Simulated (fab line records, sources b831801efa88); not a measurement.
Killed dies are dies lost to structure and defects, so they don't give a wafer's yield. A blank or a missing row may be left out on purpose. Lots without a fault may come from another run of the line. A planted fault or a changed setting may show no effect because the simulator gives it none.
A struck lot beside a sound one | flow sky130 | 16 steps out of a route of 708
Sound: wafers L789.2, L789.5, L789.6. Struck: wafers L797.2, L797.3, L797.4. The cause comes at the end.
At each step with rows: each side's tool, then ch and its chambers, then its first start. Under that, the readings that differ: sound wafers | struck wafers | difference of the means | sigmas: that difference in standard deviations of wafers without a fault.
alike: readings whose means differ by less than 2 such deviations, and words and numbers that are the same on both sides. not compared: withheld readings, readings that some wafer has no value for, bounds like >300 that may hide the same value, and numbers for which the record gives no deviation and whose values overlap.
The two part at a step that has a row with sigmas, a row that says differs or no value, or rows on one side only. Numbers that don't overlap but have no deviation are shown without sigmas and don't part them. A reading that every wafer of one side lacks parts them only if that side has two wafers or more.

first, 1 step without rows for these wafers: SKY_POLY_CUT_DEVELOP_07 (develop time 60 s).
SKY_POLY_CUT_CD_MEAS_08: target cd 270 nm.
  sound on cd_sem-02, day 26 21:46; struck on cd_sem-01, day 29 17:31
  alike: cd_nm
SKY_POLY_CUT_OVL_MEAS_09:
  sound on overlay-02, day 26 21:53; struck on overlay-01, day 29 17:37
  alike: POLY_CUT_OVL
SKY_POLY_CUT_ETCH_10: etches BARC in N2/H2, stops on SiO2, time 45.9 s, target depth 60 nm.
  sound on rie_diel-04 ch 1,2,3, day 26 21:55; struck on rie_diel-04 ch 0,2,3, day 29 17:39
  alike: chamber_pressure_mTorr, drypump_motor_current_A, oes_product_au, throttle_valve_pct
  not compared: rf_hours_counter_h
SKY_POLY_CUT_ETCH_11: etches Si3N4 in CF4/CH2F2/Ar, stops on poly-Si, time 42.5 s, target depth 60 nm.
  sound on rie_diel-04 ch 1,2,3, day 26 21:57; struck on rie_diel-04 ch 0,2,3, day 29 17:41
  alike: cf4_flow_sccm, chamber_pressure_mTorr, drypump_motor_current_A, oes_product_au, throttle_valve_pct
  not compared: rf_hours_counter_h
SKY_POLY_CUT_STRIP_12: strips in O2/N2.
  sound on plasma_asher-01 ch 0,1, day 26 21:59; struck on plasma_asher-01 ch 0,1, day 29 17:44
  alike: chamber_pressure_mTorr, drypump_motor_current_A, oes_product_au, strip_time_to_endpoint_s
  not compared: rf_hours_counter_h
then, 6 steps without rows for these wafers: SKY_SD_P_DEHYDRATE_00 (time 60 s); SKY_SD_P_HMDS_01 (prime time 60 s); SKY_SD_P_COAT_02 (resist thk 1140 nm); SKY_SD_P_SOFTBAKE_03 (time 60 s); SKY_SD_P_EXPOSE_04 (exposes mask PSDM, target cd 380 nm); SKY_SD_P_PEB_05.
SKY_SD_P_DEVELOP_06: develop time 60 s.
  sound on litho_track-02 ch 0, day 28 02:13; struck on litho_track-01 ch 0, day 30 22:08
  reading              | sound             | struck            | difference | sigmas
  developer_temp_C (C) | 22.96 22.99 23.04 | 20.76 20.80 20.75 | -2.23      | -20
SKY_SD_P_CD_MEAS_07: target cd 380 nm.
  sound on cd_sem-02, day 28 02:22; struck on cd_sem-01, day 30 22:16
  reading    | sound             | struck            | difference | sigmas
  cd_nm (nm) | 380.3 382.2 382.1 | 387.5 385.2 384.8 | +4.3       | +2
SKY_SD_P_OVL_MEAS_08:
  sound on overlay-01, day 28 02:28; struck on overlay-02, day 30 22:23
  alike: SD_P_OVL
-- the record jumps here: 19 days lie between the struck wafers' starts before and after (it left off in module SD_P and takes up again in module PAD_OPEN, whose first step shown is number 708 of the route) --
SKY_PAD_OPEN_PROBE_99:
  sound on prober-02, day 47 20:56; struck on prober-01, day 49 20:40
  alike: killed_at_M0_to_M3, killed_at_M4_up, killed_at_contacts, killed_at_front_end, killed_at_other, killed_dies, killed_on_rim, killed_open, killed_short

WHERE THEY PART
First at SKY_SD_P_DEVELOP_06; last, within this record, at SKY_SD_P_CD_MEAS_07. Later steps at which nothing parts them and some readings are alike: SKY_SD_P_OVL_MEAS_08, SKY_PAD_OPEN_PROBE_99.

WHY: what the simulator had put in
Process parameter drift: litho_track-01, from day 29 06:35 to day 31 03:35, at SKY_SD_P_DEVELOP_06. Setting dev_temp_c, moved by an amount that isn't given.
